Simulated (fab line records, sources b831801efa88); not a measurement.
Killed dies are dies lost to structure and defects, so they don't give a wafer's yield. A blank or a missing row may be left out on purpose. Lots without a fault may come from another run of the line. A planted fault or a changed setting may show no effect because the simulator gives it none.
Chamber matching | flow sky130 | SKY_VIA3_ETCH_14 on rie_diel-03: 4 sister chambers
The step etches BARC in N2/H2, stops on SiO2, time 45.9 s, target depth 60 nm. 7 wafers are shown with their chamber, then 8 later ones without.

WAFERS WITH THEIR CHAMBER
wafer  | chamber | throttle_valve_pct (%) | oes_product_au (a.u.)
L076.4 | 3       | 13.225                 | 0.854
L083.3 | 2       | 13.222                 | 0.859
L083.6 | 2       | 13.235                 | 0.859
L091.3 | 1       | 13.230                 | 0.851
L091.4 | 0       | 13.247                 | 0.849
L091.6 | 1       | 13.217                 | 0.850
L094.1 | 3       | 13.210                 | 0.849

WAFERS WITHOUT THEIR CHAMBER
wafer  | throttle_valve_pct (%) | oes_product_au (a.u.)
L094.2 | 13.219                 | 0.847
L094.3 | 13.219                 | 0.847
L094.4 | 13.225                 | 0.851
L094.5 | 13.228                 | 0.854
L094.6 | 13.230                 | 0.849
L096.2 | 13.220                 | 0.853
L096.3 | 13.212                 | 0.846
L096.6 | 13.230                 | 0.849

WHICH CHAMBER EACH WENT THROUGH
wafer  | from the rows above               | in truth
L094.2 | can't be placed: 1 or 3 or 0      | 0
L094.3 | can't be placed: 1 or 3 or 0      | 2
L094.4 | can't be placed: 1 or 3           | 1
L094.5 | can't be placed: 3 or 1 or 2 or 0 | 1
L094.6 | can't be placed: 1 or 0 or 3      | 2
L096.2 | can't be placed: 3 or 1           | 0
L096.3 | can't be placed: 1 or 3 or 0      | 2
L096.6 | can't be placed: 1 or 0 or 3      | 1
Placed correctly: 0 of 8. Can't be placed from these rows: 8 (the true chamber is among the candidates in 4). Placed wrongly: 0.
How it was worked out, from the rows above alone: a wafer's distance from a chamber is the root of the sum, over the readings, of the square of ((its reading less the chamber's mean) divided by the reading's scatter). The wafer belongs to the nearest chamber; if the next one is less than 2 further off, it can't be placed. A chamber's mean is the mean of its shown wafers. The scatter: the root of (the sum of the squares of (reading less its chamber's mean) over the shown wafers, divided by (wafers less chambers)).
